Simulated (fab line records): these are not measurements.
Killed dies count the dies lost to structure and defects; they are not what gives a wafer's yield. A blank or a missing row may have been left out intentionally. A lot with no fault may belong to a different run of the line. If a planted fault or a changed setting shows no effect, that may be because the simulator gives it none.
Matching of chambers    flow gf180mcu    4 sister chambers for GF_CONTACT_CMP_04 on cmp-02
The step polishes SiO2. 4 wafers are shown with their chamber, then 12 later ones without.

== WAFERS, EACH WITH ITS CHAMBER ==
wafer   chamber  motor-current-A (A)
L085.4  2        12.7
L088.1  3        11.5
L088.2  1        12.5
L088.6  0        12.2

== WAFERS WITH NO CHAMBER GIVEN ==
wafer   motor-current-A (A)
L091.1  12.6
L091.2  13.8
L091.5  11.4
L092.3  13.1
L092.5  12.7
L092.6  13.2
L094.2  12.6
L094.3  11.3
L094.6  12.0
L096.2  11.2
L096.3  12.7
L096.6  12.9

== CHAMBER TAKEN BY EACH ==
wafer   from the rows above                in truth
L091.1  can't be placed: 1 or 2 or 0       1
L091.2  can't be placed: 2 or 1 or 0       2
L091.5  can't be placed: 3 or 0            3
L092.3  can't be placed: 2 or 1 or 0       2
L092.5  can't be placed: 2 or 1 or 0       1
L092.6  can't be placed: 2 or 1 or 0       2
L094.2  can't be placed: 1 or 2 or 0       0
L094.3  can't be placed: 3 or 0            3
L094.6  can't be placed: 0 or 1 or 3 or 2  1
L096.2  can't be placed: 3 or 0            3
L096.3  can't be placed: 2 or 1 or 0       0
L096.6  can't be placed: 2 or 1 or 0       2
Placed correctly: 0 of 12. These rows do not allow placing 12 (true chamber among the candidates in 12). 0 placed wrongly.
How it was worked out, from the rows above alone: a wafer's distance from a chamber is the root of the sum, over the readings, of the square of ((its reading less the chamber's mean) divided by the reading's scatter). If the next closest chamber is less than 2 further off than the closest, the wafer can't be placed; otherwise it belongs to the closest. The mean given for a chamber averages the wafers shown for that chamber. The scatter (one wafer shown for each chamber): square how far every hidden wafer sits from the nearest shown wafer, average those squares and take the square root.
